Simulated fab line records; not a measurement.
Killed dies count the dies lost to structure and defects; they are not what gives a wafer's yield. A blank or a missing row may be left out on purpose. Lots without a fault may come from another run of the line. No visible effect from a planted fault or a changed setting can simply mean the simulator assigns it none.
fab line records | flow gf180mcu | part 1 of 2: steps 1 to 30 of 42
record lots=5 | wafers=15 | lastDay=33
route steps=602 shown POLY_GATE@158 HV_LDD@176
lots untouched by any fault: they come from a run of this same line in which no faults occurred
startH: hours from the record's first day to the start of the lot's first wafer shown | waitH: hours since the lot's step before | " repeats the value in the row above | L1.1+2: several wafers, shown together as one row | - value missing, or start not given | * or withheld: withheld | < > ~ a bound
route shown NAME@n: NAME is a module with steps in the file, n the number in the route of the first one | usual: the fault-free wafers' mean and standard deviation | same: alike in all rows | chamber/n: place in a boat | sites: each site's reading | _std_site: standard deviation of those values | _edge_site: the outer-site mean with the inner-site mean subtracted | radiusMm: for every site, how far away it sits from the centre of the wafer | mask NAME#n: copy n | behind: tool/chamber where the wafer was last shaped | hold: what put the lot on hold/how long, in hours/how the hold closed | device: the n, p or np transistor that did not switch | end of line: at the end of the route, the tests of the same wafers | a step with no rows: only its recipe | killed: the dies lost at the first sort to structure and to defects; this is not the yield of the wafer | map: a wafer's dies, x killed, . not, _ none there
set.NAME: the run value of the setting; set.NAME@STEP: its run value at that earlier step | model.NAME: the simulator's own value behind a step, which no gauge read
lots seen at some steps along the route; tables by step, rows by wafer
services: a tool's chamber out of use, with start hour (startH, from the record's first day; less than 0 if before it), hours out, and reason
## steps
# step GF_POLY_GATE_THK_MEAS_01
# recipe reads=poly-Si_of_POLY_GATE_CVD_00
# usual POLY_GATE_CVD_00_THK=201.5/2.5
lot.wafer | tool         | chamber | startH | waitH | POLY_GATE_CVD_00_THK[nm]
L075.1    | filmMetro-03 | -       | 191.18 | 0.0   | 202.0
L075.2    | "            | -       | "      | "     | 202.7
L075.5    | "            | -       | "      | "     | 201.6
L085.1    | filmMetro-02 | -       | 255.60 | 0.0   | 199.6
L085.3    | "            | -       | "      | "     | 200.1
L085.5    | "            | -       | "      | "     | 200.0
L089.3    | filmMetro-03 | -       | 283.32 | 0.0   | 200.9
L089.4    | "            | -       | "      | "     | 201.5
L089.5    | "            | -       | "      | "     | 200.0
L091.1    | filmMetro-02 | -       | 300.17 | 0.0   | 202.2
L091.3    | "            | -       | "      | "     | 202.6
L091.4    | "            | -       | "      | "     | 202.0
L093.2    | filmMetro-04 | -       | 316.96 | 0.0   | 200.4
L093.5    | "            | -       | "      | "     | 200.7
L093.6    | "            | -       | "      | "     | 200.9
# step GF_POLY_GATE_DEHYDRATE_02
# recipe tempC=200 | timeS=60
lot.wafer  | tool          | chamber | startH | waitH
L075.1+2+5 | lithoTrack-02 | 0       | 198.62 | 7.4
L085.1+3+5 | lithoTrack-03 | 0       | 264.76 | 9.1
L089.3+4+5 | lithoTrack-04 | 0       | 292.93 | 9.6
L091.1+3+4 | lithoTrack-03 | 0       | 309.61 | 9.4
L093.2+5+6 | lithoTrack-03 | 0       | 326.28 | 9.3
# step GF_POLY_GATE_HMDS_03
# recipe primeTimeS=60 | primeTempC=120
lot.wafer  | tool          | chamber | startH | waitH
L075.1+2+5 | lithoTrack-02 | 0       | 198.77 | 0.1
L085.1+3+5 | lithoTrack-03 | 0       | 264.91 | 0.1
L089.3+4+5 | lithoTrack-04 | 0       | 293.08 | 0.1
L091.1+3+4 | lithoTrack-03 | 0       | 309.76 | 0.1
L093.2+5+6 | lithoTrack-03 | 0       | 326.43 | 0.1
# step GF_POLY_GATE_COAT_04
# recipe resist=BARC | tempC=withheld | timeS=withheld | spinRpm=withheld | resistThkNm=withheld
lot.wafer  | tool          | chamber | startH | waitH
L075.1+2+5 | lithoTrack-02 | 0       | 198.92 | 0.1
L085.1+3+5 | lithoTrack-03 | 0       | 265.06 | 0.1
L089.3+4+5 | lithoTrack-04 | 0       | 293.23 | 0.1
L091.1+3+4 | lithoTrack-03 | 0       | 309.91 | 0.1
L093.2+5+6 | lithoTrack-03 | 0       | 326.58 | 0.1
# step GF_POLY_GATE_COAT_05
# recipe resist=KrF | spinRpm=withheld | resistThkNm=700
lot.wafer  | tool          | chamber | startH | waitH
L075.1+2+5 | lithoTrack-02 | 0       | -      | -
L085.1+3+5 | lithoTrack-03 | 0       | -      | -
L089.3+4+5 | lithoTrack-04 | 0       | -      | -
L091.1+3+4 | lithoTrack-03 | 0       | -      | -
L093.2+5+6 | lithoTrack-03 | 0       | -      | -
# step GF_POLY_GATE_SOFTBAKE_06
# recipe tempC=130 | timeS=60 | resist=KrF
lot.wafer  | tool          | chamber | startH | waitH
L075.1+2+5 | lithoTrack-02 | 0       | -      | -
L085.1+3+5 | lithoTrack-03 | 0       | -      | -
L089.3+4+5 | lithoTrack-04 | 0       | -      | -
L091.1+3+4 | lithoTrack-03 | 0       | -      | -
L093.2+5+6 | lithoTrack-03 | 0       | -      | -
# step GF_POLY_GATE_EXPOSE_07
# recipe maskId=Poly2 | targetCdNm=280 | na=0.68 | sourceShape=conventional | sigmaOuter=0.6 | doseMj=28
lot.wafer  | tool          | chamber | startH | waitH | mask
L075.1+2+5 | krfScanner-02 | 0       | -      | -     | Poly2#0
L085.1+3+5 | krfScanner-02 | 0       | -      | -     | Poly2#0
L089.3+4+5 | krfScanner-02 | 0       | -      | -     | Poly2#0
L091.1+3+4 | krfScanner-01 | 0       | -      | -     | Poly2#0
L093.2+5+6 | krfScanner-01 | 0       | -      | -     | Poly2#0
# step GF_POLY_GATE_PEB_08
# recipe pebTempC=135 | pebTimeS=90 | resist=KrF
lot.wafer  | tool          | chamber | startH | waitH
L075.1+2+5 | lithoTrack-02 | 0       | -      | -
L085.1+3+5 | lithoTrack-03 | 0       | -      | -
L089.3+4+5 | lithoTrack-03 | 0       | -      | -
L091.1+3+4 | lithoTrack-04 | 0       | -      | -
L093.2+5+6 | lithoTrack-02 | 0       | -      | -
# step GF_POLY_GATE_DEVELOP_09
# recipe developTimeS=60 | resist=KrF | devTempC=21
# same developTimeS=60
lot.wafer  | tool          | chamber | startH | waitH
L075.1+2+5 | lithoTrack-02 | 0       | 207.87 | 0.2
L085.1+3+5 | lithoTrack-03 | 0       | 274.81 | 0.2
L089.3+4+5 | lithoTrack-03 | 0       | 303.41 | 0.1
L091.1+3+4 | lithoTrack-04 | 0       | 320.33 | 0.2
L093.2+5+6 | lithoTrack-02 | 0       | 337.54 | 0.2
# step GF_POLY_GATE_CD_MEAS_10
# recipe targetCdNm=280
# usual cdNm=279.8/1.3
lot.wafer | tool     | chamber | startH | waitH | cdNm
L075.1    | cdSem-01 | -       | 208.02 | 0.1   | 280.2
L075.2    | "        | -       | "      | "     | 280.2
L075.5    | "        | -       | "      | "     | 280.8
L085.1    | cdSem-01 | -       | 274.96 | 0.1   | 280.6
L085.3    | "        | -       | "      | "     | 281.6
L085.5    | "        | -       | "      | "     | 281.5
L089.3    | cdSem-02 | -       | 303.55 | 0.1   | 279.1
L089.4    | "        | -       | "      | "     | 279.6
L089.5    | "        | -       | "      | "     | 279.4
L091.1    | cdSem-02 | -       | 320.48 | 0.1   | 279.0
L091.3    | "        | -       | "      | "     | 279.7
L091.4    | "        | -       | "      | "     | 278.9
L093.2    | cdSem-01 | -       | 337.68 | 0.1   | 279.7
L093.5    | "        | -       | "      | "     | 280.8
L093.6    | "        | -       | "      | "     | 279.2
# step GF_POLY_GATE_OVL_MEAS_11
# usual POLY_GATE_OVL=-2/5.8
lot.wafer | tool       | chamber | startH | waitH | POLY_GATE_OVL[nm]
L075.1    | overlay-01 | -       | 208.14 | 0.1   | -3
L075.2    | "          | -       | "      | "     | -4
L075.5    | "          | -       | "      | "     | -7
L085.1    | overlay-01 | -       | 275.08 | 0.1   | 8
L085.3    | "          | -       | "      | "     | 2
L085.5    | "          | -       | "      | "     | -2
L089.3    | overlay-02 | -       | 303.64 | 0.1   | 8
L089.4    | "          | -       | "      | "     | 2
L089.5    | "          | -       | "      | "     | 10
L091.1    | overlay-01 | -       | 320.60 | 0.1   | -2
L091.3    | "          | -       | "      | "     | 1
L091.4    | "          | -       | "      | "     | -2
L093.2    | overlay-02 | -       | 337.79 | 0.1   | -2
L093.5    | "          | -       | "      | "     | 1
L093.6    | "          | -       | "      | "     | -7
# step GF_POLY_GATE_ETCH_12
# recipe chemistry=N2/H2 | targetDepthA=withheld | overetchA=withheld | timeS=withheld | target=BARC | ionEnergyEv=200 | sourceW=500 | biasW=100 | pressureMtorr=30 | n2FlowSccm=100 | h2FlowSccm=200
# usual chamberPressureMTorr=30.00/0.04 | drypumpMotorCurrentA=5.7/0.47 | oesProductAu=0.735/0.0045 | throttleValvePct=13.213/0.0093
lot.wafer | tool       | chamber | startH | waitH | chamberPressureMTorr | drypumpMotorCurrentA | oesProductAu | throttleValvePct
L075.1    | rieDiel-04 | 0       | 208.17 | 0.0   | 30.00                | 5.2                  | 0.737        | 13.195
L075.2    | "          | 2       | "      | "     | 30.05                | 5.5                  | 0.732        | 13.221
L075.5    | "          | 1       | "      | "     | 30.00                | 5.5                  | 0.734        | 13.212
L085.1    | rieDiel-03 | 3       | 275.12 | 0.0   | 30.03                | 6.6                  | 0.732        | 13.197
L085.3    | "          | 1       | "      | "     | 30.01                | 5.1                  | 0.733        | 13.201
L085.5    | "          | 1       | "      | "     | 29.99                | 5.2                  | 0.737        | 13.197
L089.3    | rieDiel-04 | 1       | 303.67 | 0.0   | 30.00                | 5.5                  | 0.737        | 13.204
L089.4    | "          | 2       | "      | "     | 30.02                | 5.5                  | 0.733        | 13.210
L089.5    | "          | 3       | "      | "     | 29.97                | 5.8                  | 0.735        | 13.192
L091.1    | rieDiel-03 | 1       | 320.64 | 0.0   | 30.00                | 5.1                  | 0.743        | 13.237
L091.3    | "          | 3       | "      | "     | 29.98                | 6.7                  | 0.733        | 13.205
L091.4    | "          | 1       | "      | "     | 30.05                | 5.1                  | 0.738        | 13.210
L093.2    | rieDiel-04 | 1       | 337.82 | 0.0   | 29.99                | 5.5                  | 0.740        | 13.217
L093.5    | "          | 1       | "      | "     | 30.01                | 5.5                  | 0.740        | 13.211
L093.6    | "          | 2       | "      | "     | 30.00                | 5.5                  | 0.728        | 13.208
# step GF_POLY_GATE_ETCH_13
# recipe target=poly-Si | targetDepthNm=198.5 | stopOn=SiO2 | overEtchFrac=0.403 | chemistry=HBr/Cl2 | icpW=400 | biasW=100 | pressureMtorr=10 | HBr_flow_sccm=150 | Cl2_flow_sccm=50 | timeS=69.6
# usual chamberPressureMTorr=10.000/0.0089 | drypumpMotorCurrentA=5.5/0.54 | oesProductAu=0.990/0.0067 | throttleValvePct=33.685/0.009
lot.wafer | tool     | chamber | startH | waitH | chamberPressureMTorr | drypumpMotorCurrentA | oesProductAu | rfHoursCounterH | throttleValvePct
L075.1    | rieSi-01 | 3       | 208.22 | -     | 9.995                | 5.6                  | 0.986        | 3               | 33.692
L075.2    | "        | 2       | "      | "     | 9.999                | 5.6                  | 0.991        | 109             | 33.691
L075.5    | "        | 2       | "      | "     | 10.003               | 5.6                  | 0.981        | -               | 33.695
L085.1    | rieSi-02 | 2       | 275.17 | -     | 9.996                | 6.2                  | 0.983        | 2               | 33.701
L085.3    | "        | 0       | "      | "     | 10.003               | 5.7                  | 0.987        | 3               | 33.706
L085.5    | "        | 3       | "      | "     | 9.981                | 6.2                  | 0.986        | -               | 33.676
L089.3    | rieSi-02 | 3       | 303.72 | -     | 9.988                | 6.1                  | 0.989        | 3               | 33.684
L089.4    | "        | 3       | "      | "     | 9.999                | 6.2                  | 0.988        | -               | 33.682
L089.5    | "        | 2       | "      | "     | 10.001               | 6.2                  | 0.990        | -               | 33.680
L091.1    | rieSi-02 | 2       | 320.69 | -     | 10.006               | 6.2                  | 0.998        | 2               | 33.669
L091.3    | "        | 0       | "      | "     | 9.996                | 5.7                  | 0.980        | 4               | 33.692
L091.4    | "        | 0       | "      | "     | 10.003               | 5.7                  | 0.982        | -               | 33.698
L093.2    | rieSi-02 | 0       | 337.87 | -     | 9.995                | 5.7                  | 0.993        | 4               | 33.673
L093.5    | "        | 0       | "      | "     | 10.006               | 5.7                  | 0.984        | -               | 33.686
L093.6    | "        | 3       | "      | "     | 10.003               | 6.2                  | 0.994        | -               | 33.689
# step GF_POLY_GATE_STRIP_14
# recipe chemistry=O2/N2 | powerW=1400 | pressureMtorr=1500 | platenTempC=250 | o2FlowSccm=3000 | n2FlowSccm=300 | overashFraction=0.5
# usual chamberPressureMTorr=1501/8.5 | drypumpMotorCurrentA=5.5/0.57 | heaterPowerW=342/56 | oesProductAu=0.505/0.0046
lot.wafer | tool           | chamber | startH | waitH | chamberPressureMTorr | drypumpMotorCurrentA | heaterPowerW | oesProductAu | rfHoursCounterH
L075.1    | plasmaAsher-04 | 0       | 208.28 | 0.0   | 1501                 | 6.5                  | 312          | 0.508        | 56
L075.2    | "              | 1       | "      | "     | 1500                 | 4.9                  | 329          | 0.506        | 56
L075.5    | "              | 0       | "      | "     | 1498                 | 6.5                  | 307          | 0.520        | -
L085.1    | plasmaAsher-03 | 0       | 275.22 | 0.0   | 1500                 | 5.0                  | 341          | 0.507        | 60
L085.3    | "              | 0       | "      | "     | 1498                 | 5.0                  | 338          | 0.505        | -
L085.5    | "              | 0       | "      | "     | 1499                 | 5.0                  | 326          | 0.508        | -
L089.3    | plasmaAsher-01 | 1       | 303.81 | 0.1   | 1499                 | 5.7                  | 277          | 0.503        | -
L089.4    | "              | 0       | "      | "     | 1499                 | 5.7                  | 439          | 0.500        | -
L089.5    | "              | 1       | "      | "     | 1500                 | 5.7                  | 275          | 0.502        | -
L091.1    | plasmaAsher-01 | 0       | 320.74 | 0.0   | 1499                 | 5.7                  | 441          | 0.501        | 56
L091.3    | "              | 0       | "      | "     | 1498                 | 5.7                  | 430          | 0.500        | -
L091.4    | "              | 1       | "      | "     | 1499                 | 5.7                  | 277          | 0.502        | -
L093.2    | plasmaAsher-03 | 0       | 337.93 | 0.0   | 1503                 | 5.0                  | 337          | 0.506        | 66
L093.5    | "              | 0       | "      | "     | 1499                 | 5.0                  | 325          | 0.507        | -
L093.6    | "              | 1       | "      | "     | 1501                 | 5.0                  | 381          | 0.501        | -
# step GF_POLY_GATE_CLEAN_15
# recipe chemistry=SC1/SC2 | mix=1:4:20 | tempC=70 | timeS=150 | dry=n2Spin
lot.wafer  | tool        | chamber | startH | waitH
L075.1+2+5 | wetBench-01 | 1       | 208.38 | 0.1
L085.1+3+5 | wetBench-03 | 0       | 275.32 | 0.1
L089.3+4+5 | wetBench-01 | 0       | 303.97 | 0.1
L091.1+3+4 | wetBench-01 | 2       | 320.84 | 0.1
L093.2+5+6 | wetBench-01 | 2       | 338.03 | 0.1
# step GF_POLY_GATE_OXIDATION_16
# recipe tempC=850 | ambient=O2 | stabiliseS=600 | purgeS=300 | targetThkA=40 | oxTimeS=899
# usual oxTempCMax=855.0/0.86 | spikeTcBottomC=865.3/2 | zonePowerBottomPct=24.0/1 | zonePowerCentrePct=17.1/0.96 | zonePowerUpperPct=15.1/0.55
lot.wafer | tool       | chamber | startH | waitH | oxTempCMax | spikeTcBottomC | zonePowerBottomPct | zonePowerCentrePct | zonePowerUpperPct
L075.1    | furnace-01 | 0       | 208.63 | 0.2   | 854.4      | 862.4          | 25.5               | 15.5               | 16.2
L075.2    | "          | 0       | "      | "     | 854.7      | 862.0          | 25.4               | 15.7               | 16.0
L075.5    | "          | 0       | "      | "     | 853.0      | 861.8          | 25.7               | 15.5               | 15.9
L085.1    | furnace-01 | 0       | 275.65 | 0.3   | 854.4      | 863.4          | 25.5               | 15.6               | 16.1
L085.3    | "          | 0       | "      | "     | 855.3      | 862.7          | 25.9               | 15.6               | 15.9
L085.5    | "          | 0       | "      | "     | 855.3      | 862.7          | 25.4               | 15.6               | 16.0
L089.3    | furnace-02 | 0       | 304.02 | 0.0   | 854.7      | 868.7          | 23.0               | 17.7               | 14.9
L089.4    | "          | 0       | "      | "     | 854.1      | 866.2          | 23.3               | 17.4               | 15.0
L089.5    | "          | 0       | "      | "     | 855.4      | 865.9          | 23.8               | 17.7               | 14.6
L091.1    | furnace-02 | 0       | 320.89 | 0.0   | 855.9      | 866.5          | 23.4               | 17.6               | 14.9
L091.3    | "          | 0       | "      | "     | 855.1      | 866.9          | 23.6               | 17.6               | 14.7
L091.4    | "          | 0       | "      | "     | 854.9      | 867.4          | 23.6               | 17.6               | 15.1
L093.2    | furnace-02 | 0       | 338.08 | 0.0   | 854.5      | 865.7          | 23.4               | 17.7               | 14.7
L093.5    | "          | 0       | "      | "     | 854.9      | 866.2          | 24.0               | 17.6               | 14.7
L093.6    | "          | 0       | "      | "     | 855.6      | 865.6          | 23.3               | 17.6               | 14.8
# step GF_POLY_GATE_THK_MEAS_17
# recipe reads=SiO2_of_POLY_GATE_OXIDATION_16
# usual POLY_GATE_OXIDATION_THK=4.00/0.082
lot.wafer | tool         | chamber | startH | waitH | POLY_GATE_OXIDATION_THK[nm]
L075.1    | filmMetro-03 | -       | 209.88 | 0.0   | 3.86
L075.2    | "            | -       | "      | "     | 3.95
L075.5    | "            | -       | "      | "     | 3.95
L085.1    | filmMetro-04 | -       | 276.90 | 0.0   | 4.04
L085.3    | "            | -       | "      | "     | 4.02
L085.5    | "            | -       | "      | "     | 3.99
L089.3    | filmMetro-04 | -       | 305.29 | 0.0   | 4.01
L089.4    | "            | -       | "      | "     | 3.99
L089.5    | "            | -       | "      | "     | 4.03
L091.1    | filmMetro-03 | -       | 322.14 | 0.0   | 3.98
L091.3    | "            | -       | "      | "     | 3.98
L091.4    | "            | -       | "      | "     | 3.93
L093.2    | filmMetro-02 | -       | 339.34 | 0.0   | 4.13
L093.5    | "            | -       | "      | "     | 4.16
L093.6    | "            | -       | "      | "     | 4.06
# step GF_POLY_GATE_CD_MEAS_18
# usual cdNm=280.6/1.5
lot.wafer | tool     | chamber | startH | waitH | cdNm
L075.1    | cdSem-02 | -       | 209.94 | 0.1   | 280.2
L075.2    | "        | -       | "      | "     | 280.9
L075.5    | "        | -       | "      | "     | 282.0
L085.1    | cdSem-02 | -       | 276.96 | 0.1   | 282.1
L085.3    | "        | -       | "      | "     | 281.1
L085.5    | "        | -       | "      | "     | 281.4
L089.3    | cdSem-01 | -       | 305.39 | 0.1   | 280.8
L089.4    | "        | -       | "      | "     | 281.9
L089.5    | "        | -       | "      | "     | 280.5
L091.1    | cdSem-02 | -       | 322.20 | 0.1   | 279.3
L091.3    | "        | -       | "      | "     | 282.4
L091.4    | "        | -       | "      | "     | 280.2
L093.2    | cdSem-01 | -       | 339.41 | 0.1   | 282.7
L093.5    | "        | -       | "      | "     | 283.1
L093.6    | "        | -       | "      | "     | 281.6
# step GF_HV_LDD_DEHYDRATE_00
# recipe tempC=200 | timeS=60
lot.wafer  | tool          | chamber | startH | waitH
L075.1+2+5 | lithoTrack-01 | 0       | 217.99 | 8.0
L085.1+3+5 | lithoTrack-04 | 0       | 286.38 | 9.4
L089.3+4+5 | lithoTrack-02 | 0       | 315.06 | 9.6
L091.1+3+4 | lithoTrack-02 | 0       | 332.46 | 10.2
L093.2+5+6 | lithoTrack-01 | 0       | 349.62 | 10.2
# step GF_HV_LDD_HMDS_01
# recipe primeTimeS=60 | primeTempC=120
lot.wafer  | tool          | chamber | startH | waitH
L075.1+2+5 | lithoTrack-01 | 0       | 218.14 | 0.1
L085.1+3+5 | lithoTrack-04 | 0       | 286.53 | 0.1
L089.3+4+5 | lithoTrack-02 | 0       | 315.21 | 0.1
L091.1+3+4 | lithoTrack-02 | 0       | 332.61 | 0.1
L093.2+5+6 | lithoTrack-01 | 0       | 349.77 | 0.1
# step GF_HV_LDD_COAT_02
# recipe resist=NOVOLAK | spinRpm=3000 | resistThkNm=1000
lot.wafer  | tool          | chamber | startH | waitH
L075.1+2+5 | lithoTrack-01 | 0       | 218.29 | 0.1
L085.1+3+5 | lithoTrack-04 | 0       | 286.68 | 0.1
L089.3+4+5 | lithoTrack-02 | 0       | 315.36 | 0.1
L091.1+3+4 | lithoTrack-02 | 0       | 332.76 | 0.1
L093.2+5+6 | lithoTrack-01 | 0       | 349.92 | 0.1
# step GF_HV_LDD_SOFTBAKE_03
# recipe tempC=90 | timeS=60 | resist=NOVOLAK
lot.wafer  | tool          | chamber | startH | waitH
L075.1+2+5 | lithoTrack-01 | 0       | 218.44 | 0.1
L085.1+3+5 | lithoTrack-04 | 0       | 286.83 | 0.1
L089.3+4+5 | lithoTrack-02 | 0       | 315.51 | 0.1
L091.1+3+4 | lithoTrack-02 | 0       | 332.91 | 0.1
L093.2+5+6 | lithoTrack-01 | 0       | 350.07 | 0.1
# step GF_HV_LDD_EXPOSE_04
# recipe maskId=Nplus_LV_AREA | targetCdNm=400 | na=0.6 | sourceShape=conventional | sigmaOuter=0.6 | doseMj=140
lot.wafer  | tool            | chamber | startH | waitH | mask
L075.1+2+5 | ilineStepper-02 | 0       | -      | -     | Nplus_LV_AREA#0
L085.1+3+5 | ilineStepper-02 | 0       | -      | -     | Nplus_LV_AREA#0
L089.3+4+5 | ilineStepper-02 | 0       | -      | -     | Nplus_LV_AREA#0
L091.1+3+4 | ilineStepper-01 | 0       | -      | -     | Nplus_LV_AREA#0
L093.2+5+6 | ilineStepper-02 | 0       | -      | -     | Nplus_LV_AREA#0
# step GF_HV_LDD_PEB_05
# recipe tempC=withheld | timeS=* | resist=NOVOLAK
lot.wafer  | tool          | chamber | startH | waitH
L075.1+2+5 | lithoTrack-04 | 0       | -      | -
L085.1+3+5 | lithoTrack-04 | 0       | -      | -
L089.3+4+5 | lithoTrack-01 | 0       | -      | -
L091.1+3+4 | lithoTrack-02 | 0       | -      | -
L093.2+5+6 | lithoTrack-02 | 0       | -      | -
# step GF_HV_LDD_DEVELOP_06
# recipe developTimeS=60 | devTempC=23
# same developTimeS=60
lot.wafer  | tool          | chamber | startH | waitH
L075.1+2+5 | lithoTrack-04 | 0       | 227.28 | 0.1
L085.1+3+5 | lithoTrack-04 | 0       | 296.48 | 0.1
L089.3+4+5 | lithoTrack-01 | 0       | 325.49 | 0.1
L091.1+3+4 | lithoTrack-02 | 0       | 343.21 | 0.1
L093.2+5+6 | lithoTrack-02 | 0       | 360.94 | 0.1
# step GF_HV_LDD_CD_MEAS_07
# recipe targetCdNm=400
# usual cdNm=400.8/2.9
lot.wafer | tool     | chamber | startH | waitH | cdNm
L075.1    | cdSem-02 | -       | 227.46 | 0.2   | 397.3
L075.2    | "        | -       | "      | "     | 396.9
L075.5    | "        | -       | "      | "     | 398.9
L085.1    | cdSem-01 | -       | 296.63 | 0.1   | 395.4
L085.3    | "        | -       | "      | "     | 397.2
L085.5    | "        | -       | "      | "     | 396.3
L089.3    | cdSem-01 | -       | 325.63 | 0.1   | 404.1
L089.4    | "        | -       | "      | "     | 402.2
L089.5    | "        | -       | "      | "     | 402.5
L091.1    | cdSem-02 | -       | 343.36 | 0.1   | 399.2
L091.3    | "        | -       | "      | "     | 402.4
L091.4    | "        | -       | "      | "     | 401.2
L093.2    | cdSem-02 | -       | 361.08 | 0.1   | 406.1
L093.5    | "        | -       | "      | "     | 405.1
L093.6    | "        | -       | "      | "     | 402.3
# step GF_HV_LDD_OVL_MEAS_08
# usual HV_LDD_OVL=-0.3/1.5
lot.wafer | tool       | chamber | startH | waitH | HV_LDD_OVL[nm]
L075.1    | overlay-02 | -       | 227.58 | 0.1   | 1.5
L075.2    | "          | -       | "      | "     | 2.9
L075.5    | "          | -       | "      | "     | -0.1
L085.1    | overlay-01 | -       | 296.75 | 0.1   | -0.4
L085.3    | "          | -       | "      | "     | 1.1
L085.5    | "          | -       | "      | "     | -0.9
L089.3    | overlay-02 | -       | 325.73 | 0.1   | -0.1
L089.4    | "          | -       | "      | "     | 0.2
L089.5    | "          | -       | "      | "     | 0.2
L091.1    | overlay-01 | -       | 343.48 | 0.1   | 0.1
L091.3    | "          | -       | "      | "     | -1.7
L091.4    | "          | -       | "      | "     | 0.4
L093.2    | overlay-01 | -       | 361.19 | 0.1   | -0.1
L093.5    | "          | -       | "      | "     | 0.1
L093.6    | "          | -       | "      | "     | -0.3
# step GF_HV_LDD_IMPLANT_09
# recipe species=As | energyKev=40 | doseCm2=1e+14 | tiltDeg=7
# usual doseIonsCm2=9.997e+13/9.9e+10
lot.wafer | tool         | chamber | startH | waitH | doseIonsCm2
L075.1    | implanter-04 | 0       | 227.62 | 0.0   | 9.993e+13
L075.2    | "            | 0       | "      | "     | 9.992e+13
L075.5    | "            | 0       | "      | "     | 9.985e+13
L085.1    | implanter-03 | 0       | 296.79 | 0.0   | 1.0003e+14
L085.3    | "            | 0       | "      | "     | 1.0002e+14
L085.5    | "            | 0       | "      | "     | 1.0013e+14
L089.3    | implanter-01 | 0       | 325.80 | 0.1   | 9.979e+13
L089.4    | "            | 0       | "      | "     | 9.989e+13
L089.5    | "            | 0       | "      | "     | 9.993e+13
L091.1    | implanter-04 | 0       | 343.52 | 0.0   | 9.998e+13
L091.3    | "            | 0       | "      | "     | 9.992e+13
L091.4    | "            | 0       | "      | "     | 1.0002e+14
L093.2    | implanter-01 | 0       | 361.24 | 0.0   | 9.999e+13
L093.5    | "            | 0       | "      | "     | 9.998e+13
L093.6    | "            | 0       | "      | "     | 1.0011e+14
# step GF_HV_LDD_STRIP_10
# recipe chemistry=O2/N2 | powerW=1400 | pressureMtorr=1500 | platenTempC=250 | o2FlowSccm=3000 | n2FlowSccm=300 | overashFraction=0.5
# usual chamberPressureMTorr=1500.1/1.3 | drypumpMotorCurrentA=5.4/0.32 | heaterPowerW=359/60 | oesProductAu=0.717/0.0042 | stripTimeToEndpointS=12.618/0.026
lot.wafer | tool           | chamber | startH | waitH | chamberPressureMTorr | drypumpMotorCurrentA | heaterPowerW | oesProductAu | rfHoursCounterH | stripTimeToEndpointS
L075.1    | plasmaAsher-01 | 1       | 227.77 | 0.1   | 1499.9               | 5.7                  | 274          | 0.716        | 47              | 12.599
L075.2    | "              | 0       | "      | "     | 1499.1               | 5.7                  | 449          | 0.717        | 47              | 12.611
L075.5    | "              | 0       | "      | "     | 1502.5               | 5.7                  | 442          | 0.714        | -               | 12.623
L085.1    | plasmaAsher-03 | 0       | 296.94 | 0.1   | 1500.4               | 5.0                  | 332          | 0.721        | 62              | 12.617
L085.3    | "              | 0       | "      | "     | 1501.3               | 5.0                  | 348          | 0.721        | -               | 12.616
L085.5    | "              | 0       | "      | "     | 1501.8               | 5.0                  | 336          | 0.707        | -               | 12.634
L089.3    | plasmaAsher-03 | 0       | 325.93 | 0.1   | 1497.2               | 5.0                  | 330          | 0.713        | -               | 12.655
L089.4    | "              | 1       | "      | "     | 1496.8               | 5.0                  | 376          | 0.715        | -               | 12.646
L089.5    | "              | 1       | "      | "     | 1499.0               | 5.0                  | 374          | 0.717        | -               | 12.667
L091.1    | plasmaAsher-01 | 0       | 343.67 | 0.1   | 1498.6               | 5.7                  | 433          | 0.713        | 59              | 12.625
L091.3    | "              | 0       | "      | "     | 1500.5               | 5.7                  | 444          | 0.714        | -               | 12.582
L091.4    | "              | 1       | "      | "     | 1501.2               | 5.7                  | 281          | 0.717        | -               | 12.625
L093.2    | plasmaAsher-01 | 1       | 361.37 | 0.1   | 1499.7               | 5.7                  | 272          | 0.724        | 61              | 12.622
L093.5    | "              | 1       | "      | "     | 1497.6               | 5.7                  | 283          | 0.718        | -               | 12.613
L093.6    | "              | 0       | "      | "     | 1500.3               | 5.7                  | 437          | 0.716        | -               | 12.640
# step GF_HV_LDD_TW_MEAS_11
# usual HV_LDD_TW=2414/14
lot.wafer | tool         | chamber | startH | waitH | HV_LDD_TW
L075.1    | filmMetro-01 | -       | 227.87 | 0.1   | 2428
L075.2    | "            | -       | "      | "     | 2438
L075.5    | "            | -       | "      | "     | 2435
L085.1    | filmMetro-01 | -       | 297.04 | 0.1   | 2420
L085.3    | "            | -       | "      | "     | 2405
L085.5    | "            | -       | "      | "     | 2406
L089.3    | filmMetro-01 | -       | 326.02 | 0.1   | 2432
L089.4    | "            | -       | "      | "     | 2417
L089.5    | "            | -       | "      | "     | 2432
L091.1    | filmMetro-02 | -       | 343.77 | 0.1   | 2401
L091.3    | "            | -       | "      | "     | 2388
L091.4    | "            | -       | "      | "     | 2376
L093.2    | filmMetro-03 | -       | 361.48 | 0.1   | 2425
L093.5    | "            | -       | "      | "     | 2406
L093.6    | "            | -       | "      | "     | 2412
